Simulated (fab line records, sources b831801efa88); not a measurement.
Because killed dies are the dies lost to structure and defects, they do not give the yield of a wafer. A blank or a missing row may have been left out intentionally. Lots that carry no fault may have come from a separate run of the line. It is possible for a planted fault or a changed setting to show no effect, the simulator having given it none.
Which tool did it? -- flow gf180mcu -- Sampling: 6 lots, 18 wafers, 2 of 602 route steps

## WHAT THE GAUGES READ, wafer by wafer
GF_HV_LDD_OVL_MEAS_32.
lot,measured,on,HV_LDD_02_OVL (nm)
L633,day 12 05:16,overlay-01,-3.8 -2.6 -4.2
L635,day 12 20:55,overlay-01,-2.0 -1.4 -1.5
L638,day 14 00:31,overlay-02,-2.5 -0.4 -1.6
L641,day 14 20:45,overlay-01,-1.4 -0.5 -0.1
L648,day 17 03:43,overlay-02,-2.5 -4.0 -1.9
L651,day 17 21:15,overlay-02,-3.3 -2.7 -1.5

## WHAT TOOL EACH LOT RAN ON (gives the tool, then ch and the chambers of the sampled wafers, and finally the start)
lot,GF_VT_IMPLANT_STRIP_42
L633,"plasma asher-04 ch 0,1, day 7 23:43"
L635,"plasma asher-02 ch 0,1, day 8 14:11"
L638,"plasma asher-04 ch 0,1, day 9 14:34"
L641,"plasma asher-03 ch 0,1, day 10 08:19"
L648,"plasma asher-02 ch 0, day 12 05:20"
L651,"plasma asher-04 ch 0,1, day 13 01:26"
- GF_VT_IMPLANT_STRIP_42: strips in O2/N2.

## THE ANSWER, worked out from the rows above alone
Rule: the lots themselves supply what counts as usual. The widest of any qualifying gaps counts: lots, ordered by their means at a reading, are off when they make up no more than a third of the lots, leave a main group of 4 or more, and stand apart from it by 3 or more times the standard deviation of that group's means. A main group whose means are all the same, to the digits that the tables above print for the reading, isn't used. A lot without any number at a reading at which 4 lots or more have one is off too. The other lots that the step has rows for count as sound.
No lot is off at any reading shown: from this, nothing can be told.

## WHAT THE SIMULATOR HAD INSERTED
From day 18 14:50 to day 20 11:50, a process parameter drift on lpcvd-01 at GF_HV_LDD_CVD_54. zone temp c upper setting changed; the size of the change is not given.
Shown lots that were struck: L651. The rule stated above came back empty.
